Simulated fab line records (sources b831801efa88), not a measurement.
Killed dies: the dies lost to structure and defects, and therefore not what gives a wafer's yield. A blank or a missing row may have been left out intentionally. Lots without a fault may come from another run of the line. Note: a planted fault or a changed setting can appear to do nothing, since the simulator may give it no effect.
Commonality check across tools | flow sky130 | 15 lots, 45 wafers sampled

== WHAT PROMPTED THE OPENING ==
At SKY_RES_XHIGH_TW_MEAS_09 the reading RES_XHIGH_TW is flagged on 3 of 15 lots. Wafers without a fault read 1641, standard deviation 8.8.
Rule: a lot is flagged in two cases, either no wafer of it has a number, or all its wafers with numbers fall more than 4 standard deviations from that mean. As for the other lots, they are considered sound.

lot  | measured     | on            | RES_XHIGH_TW, wafer by wafer | flag
L265 | day 26 08:49 | film-metro-03 | 1637 1634 1631               |
L266 | day 26 18:42 | film-metro-04 | 1639 1648 1635               |
L268 | day 28 20:22 | film-metro-02 | 1637 1629 1634               |
L271 | day 29 02:33 | film-metro-02 | 30 30 30                     | FLAGGED
L270 | day 29 04:04 | film-metro-04 | 30 30 30                     | FLAGGED
L273 | day 29 11:20 | film-metro-03 | 30 30 30                     | FLAGGED
L275 | day 29 21:09 | film-metro-04 | 1645 1653 1633               |
L280 | day 31 12:00 | film-metro-03 | 1651 1651 1656               |
L282 | day 32 02:26 | film-metro-03 | 1637 1629 1634               |
L283 | day 32 15:52 | film-metro-04 | 1654 1653 1652               |
L284 | day 32 23:51 | film-metro-04 | 1652 1644 1653               |
L285 | day 33 02:19 | film-metro-04 | 1638 1644 1641               |
L286 | day 33 07:47 | film-metro-03 | 1645 1641 1627               |
L287 | day 33 22:28 | film-metro-03 | 1638 1644 1637               |
L288 | day 33 23:21 | film-metro-02 | 1625 1630 1622               |
The numbers of the flagged lots are 30 on average: -1611 against the usual, or -99 or more standard deviations.

== TOOL THAT RAN EACH LOT ==
3 process steps preceding the reading are held in the record, out of 708 steps in the route. Read each cell as the tool, then ch plus the chambers that the sampled wafers visited, then the start.
lot  | flag    | SKY_LDD_N_STRIP_16                   | SKY_SD_P_STRIP_10                    | SKY_RES_XHIGH_STRIP_08
L265 |         | plasma-asher-04 ch 0,1, day 17 09:31 | plasma-asher-01 ch 0,1, day 25 03:47 | plasma-asher-03 ch 0,1, day 26 08:44
L266 |         | plasma-asher-01 ch 0,1, day 17 22:20 | plasma-asher-03 ch 0,1, day 25 14:18 | plasma-asher-04 ch 0,1, day 26 18:36
L268 |         | plasma-asher-04 ch 0,1, day 19 22:58 | plasma-asher-03 ch 0,1, day 27 15:44 | plasma-asher-02 ch 0,1, day 28 20:16
L271 | FLAGGED | plasma-asher-01 ch 0,1, day 20 09:17 | plasma-asher-03 ch 0,1, day 27 22:14 | plasma-asher-03 ch 0,1, day 29 02:26
L270 | FLAGGED | plasma-asher-02 ch 0,1, day 20 09:37 | plasma-asher-03 ch 0,1, day 27 23:53 | plasma-asher-04 ch 0,1, day 29 03:59
L273 | FLAGGED | plasma-asher-01 ch 0,1, day 20 13:23 | plasma-asher-01 ch 0,1, day 28 07:11 | plasma-asher-04 ch 0,1, day 29 11:13
L275 |         | plasma-asher-02 ch 0,1, day 21 03:11 | plasma-asher-03 ch 0,1, day 28 17:44 | plasma-asher-02 ch 0,1, day 29 21:03
L280 |         | plasma-asher-04 ch 0,1, day 22 23:20 | plasma-asher-01 ch 0,1, day 30 07:30 | plasma-asher-04 ch 0,1, day 31 11:53
L282 |         | plasma-asher-01 ch 0,1, day 23 18:25 | plasma-asher-04 ch 0,1, day 30 22:56 | plasma-asher-03 ch 0,1, day 32 02:21
L283 |         | plasma-asher-01 ch 0,1, day 24 05:44 | plasma-asher-03 ch 0,1, day 31 12:45 | plasma-asher-03 ch 0,1, day 32 15:45
L284 |         | plasma-asher-02 ch 0,1, day 24 16:28 | plasma-asher-03 ch 0,1, day 31 20:59 | plasma-asher-03 ch 0,1, day 32 23:45
L285 |         | plasma-asher-02 ch 0,1, day 24 20:34 | plasma-asher-04 ch 0,1, day 31 23:21 | plasma-asher-03 ch 1, day 33 02:13
L286 |         | plasma-asher-02 ch 0,1, day 25 01:38 | plasma-asher-03 ch 0,1, day 32 04:56 | plasma-asher-04 ch 0,1, day 33 07:41
L287 |         | plasma-asher-02 ch 0,1, day 25 15:37 | plasma-asher-04 ch 0,1, day 32 18:59 | plasma-asher-02 ch 0,1, day 33 22:23
L288 |         | plasma-asher-01 ch 0,1, day 25 19:47 | plasma-asher-03 ch 0,1, day 32 20:30 | plasma-asher-03 ch 0,1, day 33 23:15
What is done by these steps:
- SKY_LDD_N_STRIP_16: strips in O2/N2.
- SKY_SD_P_STRIP_10: strips in O2/N2.
- SKY_RES_XHIGH_STRIP_08: strips in O2/N2.
- SKY_RES_XHIGH_TW_MEAS_09

== FLAGGED OVER TOTAL, TOOL BY TOOL (the gauges that took the reading come last) ==
step                     | tool            | lots run | flagged | share of the flagged lots | sound lots run after its first flagged lot
SKY_LDD_N_STRIP_16       | plasma-asher-01 | 6        | 2       | some                      | 3 (L282,L283,L288)
SKY_LDD_N_STRIP_16       | plasma-asher-02 | 6        | 1       | some                      | 5 (L275,L284,L285,L286,L287)
SKY_LDD_N_STRIP_16       | plasma-asher-04 | 3        | 0       | none                      | -
SKY_SD_P_STRIP_10        | plasma-asher-01 | 3        | 1       | some                      | 1 (L280)
SKY_SD_P_STRIP_10        | plasma-asher-03 | 9        | 2       | some                      | 5 (L275,L283,L284,L286,L288)
SKY_SD_P_STRIP_10        | plasma-asher-04 | 3        | 0       | none                      | -
SKY_RES_XHIGH_STRIP_08   | plasma-asher-02 | 3        | 0       | none                      | -
SKY_RES_XHIGH_STRIP_08   | plasma-asher-03 | 7        | 1       | some                      | 5 (L282,L283,L284,L285,L288)
SKY_RES_XHIGH_STRIP_08   | plasma-asher-04 | 5        | 2       | some                      | 2 (L280,L286)
SKY_RES_XHIGH_TW_MEAS_09 | film-metro-02   | 3        | 1       | some                      | 1 (L288)
SKY_RES_XHIGH_TW_MEAS_09 | film-metro-03   | 6        | 1       | some                      | 4 (L280,L282,L286,L287)
SKY_RES_XHIGH_TW_MEAS_09 | film-metro-04   | 6        | 1       | some                      | 4 (L275,L283,L284,L285)

== THE TABLE: WHAT IT ALLOWS ==
No row of the table ran every flagged lot.

== WHAT WAS PUT IN BY THE SIMULATOR ==
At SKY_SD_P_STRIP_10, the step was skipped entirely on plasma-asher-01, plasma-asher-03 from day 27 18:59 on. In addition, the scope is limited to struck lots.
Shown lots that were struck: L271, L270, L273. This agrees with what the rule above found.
